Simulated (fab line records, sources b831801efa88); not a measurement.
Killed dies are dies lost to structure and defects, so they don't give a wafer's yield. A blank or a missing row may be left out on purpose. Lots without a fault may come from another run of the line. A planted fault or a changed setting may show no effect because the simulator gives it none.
Chamber matching | flow sky130 | SKY_VIA1_CMP_24 on cmp-02: 4 sister chambers
The step polishes, stops on SiO2, t overpolish 15 s, target thk 0 nm. 8 wafers are shown with their chamber, then 7 later ones without.

WAFERS WITH THEIR CHAMBER
wafer  | chamber | motor_current_A (A) | time_to_endpoint_s (s)
L929.1 | 0       | 9.7                 | 61.5
L929.3 | 1       | 11.9                | 64.7
L942.4 | 1       | 12.0                | 62.8
L943.1 | 2       | 10.9                | 63.5
L943.3 | 0       | 9.5                 | 63.1
L943.6 | 3       | 11.5                | 66.8
L948.1 | 3       | 11.2                | 68.1
L948.4 | 2       | 12.6                | 66.6

WAFERS WITHOUT THEIR CHAMBER
wafer  | motor_current_A (A) | time_to_endpoint_s (s)
L948.5 | 11.0                | 69.2
L949.2 | 11.5                | 68.9
L949.5 | 9.3                 | 67.4
L949.6 | 12.1                | 69.8
L950.3 | 9.9                 | 65.6
L950.4 | 11.4                | 65.7
L950.5 | 12.1                | 64.7

WHICH CHAMBER EACH WENT THROUGH
wafer  | from the rows above               | in truth
L948.5 | can't be placed: 3 or 2           | 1
L949.2 | can't be placed: 3 or 2           | 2
L949.5 | can't be placed: 3 or 0 or 2 or 1 | 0
L949.6 | can't be placed: 3 or 2           | 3
L950.3 | can't be placed: 0 or 3 or 2 or 1 | 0
L950.4 | can't be placed: 2 or 3 or 1      | 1
L950.5 | can't be placed: 2 or 1 or 3      | 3
Placed correctly: 0 of 7. Can't be placed from these rows: 7 (the true chamber is among the candidates in 6). Placed wrongly: 0.
How it was worked out, from the rows above alone: a wafer's distance from a chamber is the root of the sum, over the readings, of the square of ((its reading less the chamber's mean) divided by the reading's scatter). The wafer belongs to the nearest chamber; if the next one is less than 2 further off, it can't be placed. A chamber's mean is the mean of its shown wafers. The scatter: the root of (the sum of the squares of (reading less its chamber's mean) over the shown wafers, divided by (wafers less chambers)).
